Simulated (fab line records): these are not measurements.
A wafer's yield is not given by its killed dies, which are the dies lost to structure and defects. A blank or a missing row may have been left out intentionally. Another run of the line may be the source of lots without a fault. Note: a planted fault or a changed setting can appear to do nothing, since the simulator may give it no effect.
Code-filled problem report in 8D (eight disciplines) form / flow sky130 / the parts of the form that need people (team, actions taken, sign-off) are left out

== 1. WHAT IS WRONG ==
A mean of 7.30 s is read at SKY_METAL4_STRIP_19 for stripTimeToEndpointS, taken on 1 wafer of 1 lot, against 6.48 s (standard deviation 0.13) on wafers free of any fault. That is +6.3 standard deviations from the usual mean.
The step: strips in O2/N2.
The first sign was on wafer L846.3 at day 45 08:32, on plasmaAsher-03. The record holds 30 wafers of 10 lots with a number at this step. The rule behind "out" and "out of limits": a value lying over 4 standard deviations away from the usual mean. Any other wafer with a number is counted as sound.

== 2. WHAT IT IS AND WHAT IT IS NOT ==
question=which readings at this step | is=stripTimeToEndpointS, oesProductAu | is not=drypumpMotorCurrentA
question=which lots | is=L846 | is not=L836, L837, L840, L842, L843, L844, L850, L853, L856
question=which wafers of those lots | is=L846.3 | is not=L846.2, L846.5
question=read on which tools | is=plasmaAsher-03 | is not=plasmaAsher-02, plasmaAsher-04
question=when | is=from day 45 08:32 | is not=up to then (20 sound wafers); but 9 sound wafers of L850, L853, L856 came after

== 3. THE SUSPECTS, EACH WITH WHAT RULES IT OUT ==
Counting: if a tool at a process step up to the reading ran every lot that is out, it stays a suspect. Sound lots after the first of them don't rule it out here, since some wafers of a struck lot are sound.
- plasmaAsher-01 at SKY_VIA3_STRIP_16 (strips in O2/N2): kept. L846, the lot that is out, went through it at day 43 09:14; up to then, the latest sound lot through it was L844 at day 42 22:08.
- pvdSputter-03 at SKY_METAL4_SPUTTER_04 (material TiN, target thk 70 nm, time 58.3 s): kept. It ran the lot that is out, L846 (day 43 10:38).
- rieMetal-04 at SKY_METAL4_METAL_ETCH_18 (etches the open film in Cl2/BCl3, stops on SiO2, target depth 845 nm, time 183.1 s): kept. L846, the lot that is out, went through it at day 45 08:21; up to then, the latest sound lot through it was L842 at day 44 12:42.
- plasmaAsher-03 at SKY_METAL4_STRIP_19 (strips in O2/N2): kept. L846, the lot that is out, went through it at day 45 08:32; up to then, the latest sound lot through it was L844 at day 44 22:43. Its own oesProductAu, stripTimeToEndpointS readings are out on those wafers.
- At SKY_METAL4_METAL_ETCH_18 on rieMetal-04, chamber 1 took the sound wafers of the same lots and chamber 0 took the wafers that are out.
Left after counting: plasmaAsher-01 at SKY_VIA3_STRIP_16, pvdSputter-03 at SKY_METAL4_SPUTTER_04, rieMetal-04 at SKY_METAL4_METAL_ETCH_18, plasmaAsher-03 at SKY_METAL4_STRIP_19.

== 4. THE CAUSE (what the simulator had put in) ==
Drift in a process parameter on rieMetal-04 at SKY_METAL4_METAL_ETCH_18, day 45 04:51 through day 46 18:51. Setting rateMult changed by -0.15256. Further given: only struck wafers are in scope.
4 suspects survive the count, and this tool is in that group.

== 5. THE CHAIN OF EFFECTS, in route order ==
Each row: a reading where the mean over the struck wafers with a number is more than 3 standard deviations away from the usual. Readings are gone through only where the record gives a usual standard deviation; hours: the median, over the lots, of the time from a lot's start at the first step in this table giving one to that lot's start at this step; sigmas: the change measured in usual standard deviations.
hours=0; step=SKY_METAL4_STRIP_19; reading=oesProductAu; usual=0.500 a.u.; on struck wafers=0.529; change=+0.029; sigmas=+4.3
hours=0; step=SKY_METAL4_STRIP_19; reading=stripTimeToEndpointS; usual=6.48 s; on struck wafers=7.30; change=+0.82; sigmas=+6.3
The process steps in it:
- SKY_METAL4_STRIP_19: strips in O2/N2.

== 6. WHAT WOULD HAVE CAUGHT IT SOONER ==
4 hours passed between the start of the fault at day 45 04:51 and the first reading out of limits in this record, taken at day 45 08:32.
Tool readings at SKY_METAL4_METAL_ETCH_18 with a usual standard deviation given in the record: none out on any struck wafer, hence no alarm at a limit of 4 standard deviations on them.
Each of the lots that are out, 1 in all, had begun SKY_METAL4_METAL_ETCH_18 on rieMetal-04 no later than day 45 08:32. Had the tool been put on hold then, not one of them would have been saved.
